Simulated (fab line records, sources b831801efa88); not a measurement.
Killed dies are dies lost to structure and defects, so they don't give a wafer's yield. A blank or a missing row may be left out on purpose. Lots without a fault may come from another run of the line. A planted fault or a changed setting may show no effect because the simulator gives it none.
Which tool did it? | flow gf180mcu | 12 lots, 36 wafers sampled, at 5 steps of a route of 602

WHAT THE GAUGES READ, wafer by wafer
GF_MVSD_OVL_MEAS_07. Usual: MVSD_OVL -0.5 nm, standard deviation 1.5.
lot  | measured     | on         | MVSD_OVL (nm)  | flag
L205 | day 4 15:35  | overlay-02 | -2.0 1.7 -1.8  |
L206 | day 4 20:47  | overlay-02 | -0.3 0.0 0.3   |
L209 | day 5 15:35  | overlay-01 | -1.5 -1.5 -3.2 |
L215 | day 7 05:11  | overlay-01 | - - -          | OFF
L220 | day 8 07:29  | overlay-02 | -0.9 -0.3 2.5  |
L221 | day 8 14:50  | overlay-01 | 0.0 0.3 1.4    |
L222 | day 8 18:50  | overlay-02 | -1.7 -0.7 -0.6 |
L223 | day 9 01:37  | overlay-02 | -0.5 -0.4 -0.9 |
L224 | day 9 05:59  | overlay-02 | 0.3 -0.7 -2.4  |
L225 | day 9 11:45  | overlay-01 | 0.6 -0.7 0.1   |
L226 | day 9 18:03  | overlay-02 | 0.9 0.9 -0.4   |
L227 | day 10 00:23 | overlay-02 | -0.6 -2.7 -2.0 |

GF_MVSD_TW_MEAS_11. Usual: MVSD_TW 1585, standard deviation 22.
lot  | measured     | on            | MVSD_TW        | flag
L205 | day 4 16:02  | film_metro-04 | 1574 1585 1577 |
L206 | day 4 21:14  | film_metro-04 | 1582 1576 1575 |
L209 | day 5 16:01  | film_metro-03 | 1560 1557 1547 |
L215 | day 7 05:37  | film_metro-01 | 30 31 31       | OFF
L220 | day 8 07:56  | film_metro-03 | 1564 1560 1567 |
L221 | day 8 15:17  | film_metro-01 | 1613 1614 1621 |
L222 | day 8 19:17  | film_metro-03 | 1562 1565 1566 |
L223 | day 9 02:04  | film_metro-01 | 1599 1610 1608 |
L224 | day 9 06:25  | film_metro-01 | 1606 1603 1595 |
L225 | day 9 12:12  | film_metro-03 | 1557 1560 1553 |
L226 | day 9 18:29  | film_metro-01 | 1610 1608 1601 |
L227 | day 10 00:50 | film_metro-01 | 1610 1613 1603 |

GF_V1_THK_MEAS_01. Usual: V1_CVD_00_THK 604 nm, standard deviation 6.9.
lot  | measured     | on            | V1_CVD_00_THK (nm) | flag
L205 | day 16 23:48 | film_metro-02 | 610 595 603        |
L206 | day 17 10:25 | film_metro-04 | 600 616 598        |
L209 | day 18 23:49 | film_metro-04 | 611 604 614        |
L215 | day 21 23:28 | film_metro-02 | 593 601 601        |
L220 | day 23 07:58 | film_metro-02 | 600 600 598        |
L221 | day 23 12:56 | film_metro-01 | 598 606 605        |
L222 | day 23 14:59 | film_metro-02 | 604 606 592        |
L223 | day 24 11:32 | film_metro-01 | 603 603 610        |
L224 | day 24 05:44 | film_metro-02 | 611 602 615        |
L225 | day 24 12:26 | film_metro-04 | 615 602 610        |
L226 | day 24 20:08 | film_metro-04 | 607 600 615        |
L227 | day 25 04:22 | film_metro-04 | 622 628 614        |

WHICH TOOL RAN EACH LOT (tool, then ch and the chambers of the sampled wafers, then the start)
lot  | GF_NWELL_STRIP_10                   | GF_MVSD_EXPOSE_04
L205 | plasma_asher-01 ch 0,1, day 3 12:55 | iline_stepper-01 ch 0, day 4 09:04
L206 | plasma_asher-04 ch 0,1, day 3 17:58 | iline_stepper-01 ch 0, day 4 13:57
L209 | plasma_asher-04 ch 0,1, day 4 10:34 | iline_stepper-02 ch 0, day 5 08:09
L215 | plasma_asher-01 ch 0,1, day 5 21:43 | iline_stepper-01 ch 0, day 6 21:13
L220 | plasma_asher-01 ch 0,1, day 6 23:01 | iline_stepper-01 ch 0, day 7 23:48
L221 | plasma_asher-03 ch 0,1, day 7 05:52 | iline_stepper-01 ch 0, day 8 06:48
L222 | plasma_asher-03 ch 0,1, day 7 10:40 | iline_stepper-02 ch 0, day 8 11:05
L223 | plasma_asher-04 ch 0,1, day 7 15:37 | iline_stepper-01 ch 0, day 8 17:27
L224 | plasma_asher-03 ch 0,1, day 7 20:04 | iline_stepper-01 ch 0, day 8 21:43
L225 | plasma_asher-04 ch 0,1, day 8 02:02 | iline_stepper-01 ch 0, day 9 02:47
L226 | plasma_asher-03 ch 0,1, day 8 08:32 | iline_stepper-01 ch 0, day 9 09:44
L227 | plasma_asher-03 ch 0,1, day 8 14:13 | iline_stepper-02 ch 0, day 9 15:52
- GF_NWELL_STRIP_10: strips in O2/N2.
- GF_MVSD_EXPOSE_04: exposes mask MVSD, target cd 1000 nm.

WHAT THE TOOLS THEMSELVES READ (means of the sampled wafers that have a number; where no wafer has one, the mark that the record gives instead)
GF_NWELL_STRIP_10. Usual: drypump_motor_current_A 5.48 A, standard deviation 0.21; heater_power_w 322 W, standard deviation 30; oes_product_au 0.722 a.u., standard deviation 0.0047; strip_time_to_endpoint_s 36.98 s, standard deviation 0.096.
lot  | tool            | drypump_motor_current_A (A) | heater_power_w (W) | oes_product_au (a.u.) | strip_time_to_endpoint_s (s) | flag
L205 | plasma_asher-01 | 5.65                        | 311                | 0.717                 | 36.93                        |
L206 | plasma_asher-04 | 5.56                        | 303                | 0.722                 | 36.88                        |
L209 | plasma_asher-04 | 5.48                        | 309                | 0.721                 | 37.00                        |
L215 | plasma_asher-01 | 5.45                        | 338                | 0.722                 | 36.89                        |
L220 | plasma_asher-01 | 5.47                        | 344                | 0.723                 | 36.99                        |
L221 | plasma_asher-03 | 5.34                        | 341                | 0.726                 | 37.07                        |
L222 | plasma_asher-03 | 5.34                        | 338                | 0.723                 | 37.01                        |
L223 | plasma_asher-04 | 5.47                        | 294                | 0.725                 | 36.83                        |
L224 | plasma_asher-03 | 5.33                        | 342                | 0.723                 | 36.92                        |
L225 | plasma_asher-04 | 5.52                        | 286                | 0.723                 | 36.97                        |
L226 | plasma_asher-03 | 5.32                        | 344                | 0.725                 | 36.99                        |
L227 | plasma_asher-03 | 5.33                        | 347                | 0.718                 | 36.88                        |

THE ANSWER, worked out from the rows above alone
Rule: a lot is off if the mean of its wafers that have a number lies more than 3 standard deviations from the usual mean. A lot without any number at a reading at which 4 lots or more have one is off too. The other lots that the step has rows for count as sound. The gauges are gone through in route order, then the tools' own readings, and for those a lot's mean is taken as printed above. The first step at which some lot is off is used, and at that step the reading that is off furthest; a lot without a number counts as furthest.
Off: L215, at GF_MVSD_OVL_MEAS_07 (MVSD_OVL). Without a number there: L215.
A tool fits if, at a process step before that reading, it ran every lot that is off, and no sound lot after the first of them. The gauges at GF_MVSD_OVL_MEAS_07 aren't tried: what is off there is off at GF_MVSD_TW_MEAS_11 too, on other tools, and a gauge's error can't cause that. None of those tried fits.

WHAT THE SIMULATOR HAD PUT IN
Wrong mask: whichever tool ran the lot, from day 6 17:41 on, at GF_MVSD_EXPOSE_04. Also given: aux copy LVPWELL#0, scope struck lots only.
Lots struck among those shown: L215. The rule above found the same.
